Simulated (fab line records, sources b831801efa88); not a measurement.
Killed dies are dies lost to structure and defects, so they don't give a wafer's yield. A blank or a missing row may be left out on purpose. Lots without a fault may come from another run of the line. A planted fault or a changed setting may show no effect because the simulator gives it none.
A struck lot beside a sound one | flow sky130 | 43 steps out of a route of 708
Sound: wafers L162.3, L162.4, L162.6. Struck: wafers L175.1, L175.2, L175.5. The cause comes at the end.
At each step with rows: each side's tool, then ch and its chambers, then its first start. Under that, the readings that differ: sound wafers | struck wafers | difference of the means | sigmas: that difference in standard deviations of wafers without a fault.
alike: readings whose means differ by less than 2 such deviations, and words and numbers that are the same on both sides. not compared: withheld readings, readings that some wafer has no value for, bounds like >300 that may hide the same value, and numbers for which the record gives no deviation and whose values overlap.
The two part at a step that has a row with sigmas, a row that says differs or no value, or rows on one side only. Numbers that don't overlap but have no deviation are shown without sigmas and don't part them. A reading that every wafer of one side lacks parts them only if that side has two wafers or more.

first, 3 steps without rows for these wafers: SKY_FIELD_ISO_WET_ETCH_30 (etches SiO2 in dHF, target depth 25 nm, time 50 s); SKY_NWELL_CLEAN_00 (cleans in SC1/SC2, time 150 s); SKY_NWELL_OXIDATION_01 (stabilise 600 s, purge 300 s, target thk 10 nm).
SKY_NWELL_THK_MEAS_02:
  sound on film_metro-01, day 3 21:29; struck on film_metro-03, day 6 20:37
  alike: NWELL_OXIDATION_THK
then, 8 steps without rows for these wafers: SKY_DNWELL_DEHYDRATE_00 (time 60 s); SKY_DNWELL_HMDS_01 (prime time 60 s); SKY_DNWELL_COAT_02 (resist thk 3000 nm); SKY_DNWELL_SOFTBAKE_03; SKY_DNWELL_EXPOSE_04 (exposes mask DNM, target cd 3000 nm); SKY_DNWELL_PEB_05; SKY_DNWELL_DEVELOP_06 (develop time 60 s); SKY_DNWELL_IMPLANT_07.
SKY_DNWELL_STRIP_08: strips in O2/N2.
  sound on plasma_asher-03 ch 0,1, day 4 14:41; struck on plasma_asher-03 ch 0,1, day 7 15:59
  alike: drypump_motor_current_A, oes_product_au, strip_time_to_endpoint_s
  not compared: rf_hours_counter_h
SKY_DNWELL_TW_MEAS_09:
  sound on film_metro-01, day 4 14:46; struck on film_metro-01, day 7 16:05
  alike: DNWELL_TW
then, 7 steps without rows for these wafers: SKY_PWDE_DEHYDRATE_00 (time 60 s); SKY_PWDE_HMDS_01 (prime time 60 s); SKY_PWDE_COAT_02 (resist thk 3000 nm); SKY_PWDE_SOFTBAKE_03; SKY_PWDE_EXPOSE_04 (exposes mask PWDEM, target cd 840 nm); SKY_PWDE_PEB_05; SKY_PWDE_DEVELOP_06 (develop time 60 s).
SKY_PWDE_OVL_MEAS_07:
  sound on overlay-02, day 5 08:46; struck on overlay-01, day 8 12:41
  alike: PWDE_OVL
then, 1 step without rows for these wafers: SKY_PWDE_IMPLANT_08.
SKY_PWDE_STRIP_09: strips in O2/N2.
  sound on plasma_asher-04 ch 0,1, day 5 08:58; struck on plasma_asher-04 ch 0,1, day 8 12:53
  alike: drypump_motor_current_A, oes_product_au, strip_time_to_endpoint_s
  not compared: rf_hours_counter_h
SKY_PWDE_TW_MEAS_10:
  sound on film_metro-04, day 5 09:03; struck on film_metro-04, day 8 12:59
  alike: PWDE_TW
then, 7 steps without rows for these wafers: SKY_NWELL_DEHYDRATE_03 (time 60 s); SKY_NWELL_HMDS_04 (prime time 60 s); SKY_NWELL_COAT_05 (resist thk 3000 nm); SKY_NWELL_SOFTBAKE_06; SKY_NWELL_EXPOSE_07 (exposes mask NWM, target cd 840 nm); SKY_NWELL_PEB_08; SKY_NWELL_DEVELOP_09 (develop time 60 s).
SKY_NWELL_OVL_MEAS_10:
  sound on overlay-02, day 6 03:39; struck on overlay-02, day 9 09:24
  alike: NWELL_00_OVL
then, 3 steps without rows for these wafers: SKY_NWELL_IMPLANT_11; SKY_NWELL_IMPLANT_12; SKY_NWELL_IMPLANT_13.
SKY_NWELL_STRIP_14: strips in O2/N2.
  sound on plasma_asher-02 ch 0,1, day 6 04:10; struck on plasma_asher-02 ch 0,1, day 9 09:53
  alike: drypump_motor_current_A, oes_product_au, strip_time_to_endpoint_s
  not compared: rf_hours_counter_h
SKY_NWELL_TW_MEAS_15:
  sound on film_metro-01, day 6 04:14; struck on film_metro-04, day 9 09:59
  alike: NWELL_TW
then, 4 steps without rows for these wafers: SKY_NWELL_DEHYDRATE_16 (time 60 s); SKY_NWELL_HMDS_17 (prime time 60 s); SKY_NWELL_COAT_18 (resist thk 3000 nm); SKY_NWELL_SOFTBAKE_19.
-- the record jumps here: 41 days lie between the struck wafers' starts before and after (it left off in module NWELL and takes up again in module PAD_OPEN, whose first step shown is number 708 of the route) --
SKY_PAD_OPEN_PROBE_99:
  the record has rows for the struck wafers here (prober-01, day 50 11:40) and none for the sound ones

WHERE THEY PART
Only at SKY_PAD_OPEN_PROBE_99, within this record.

WHY: what the simulator had put in
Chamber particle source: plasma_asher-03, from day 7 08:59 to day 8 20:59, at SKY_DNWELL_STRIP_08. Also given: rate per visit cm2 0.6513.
